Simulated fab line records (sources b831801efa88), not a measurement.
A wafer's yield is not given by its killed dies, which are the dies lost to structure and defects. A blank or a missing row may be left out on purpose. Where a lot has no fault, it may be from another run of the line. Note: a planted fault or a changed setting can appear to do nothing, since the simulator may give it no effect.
Matching of chambers	flow gf180mcu	GF_HV_LDD_ETCHBACK_58 on rieDiel-01: 3 sister chambers
The step etches Si3N4 in CH3F/O2, stops on SiO2, time 100 s, target depth 90 nm. 14 wafers are shown with their chamber, then 4 later ones without.

== EACH WAFER AND ITS CHAMBER ==
wafer	chamber	oesProductAu (a.u.)	throttleValvePct (%)
L703.1	3	0.846	10.567
L703.4	1	0.843	10.555
L703.5	1	0.842	10.566
L706.1	1	0.841	10.576
L706.2	3	0.839	10.576
L706.5	3	0.846	10.553
L707.3	3	0.840	10.572
L707.5	3	0.840	10.573
L707.6	1	0.840	10.569
L708.2	1	0.839	10.560
L708.3	0	0.838	10.557
L708.5	1	0.850	10.564
L709.3	1	0.852	10.553
L709.5	0	0.839	10.561

SIGNATURES, as means of the wafers listed above
reading	chamber 0	chamber 1	chamber 3	scatter within a chamber
oesProductAu	0.83850	0.84386	0.84220	0.00431
throttleValvePct	10.55900	10.56329	10.56820	0.00813
Rule: a wafer's distance from a chamber is the root of the sum, over the readings, of the square of ((its reading less the chamber's mean) divided by the reading's scatter). The wafer belongs to the nearest chamber; if the next one is less than 2 further off, it can't be placed. The scatter is the square root of a quotient: the sum, over the shown wafers, of each reading's squared deviation from its chamber's mean, divided by wafers minus chambers.

== WAFERS WITH NO CHAMBER GIVEN ==
wafer	oesProductAu (a.u.)	throttleValvePct (%)
L709.6	0.843	10.563
L715.2	0.843	10.566
L715.3	0.840	10.571
L719.4	0.844	10.584

== WHICH CHAMBER EACH WENT THROUGH ==
wafer	from the rows above	in truth
L709.6	can't be placed: 1 or 3 or 0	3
L715.2	can't be placed: 3 or 1 or 0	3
L715.3	can't be placed: 3 or 1 or 0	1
L719.4	can't be placed: 3 or 1 or 0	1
0 of 4 placed correctly. Can't be placed from these rows: 4 (the true chamber is among the candidates in 4). Placed wrongly: 0.
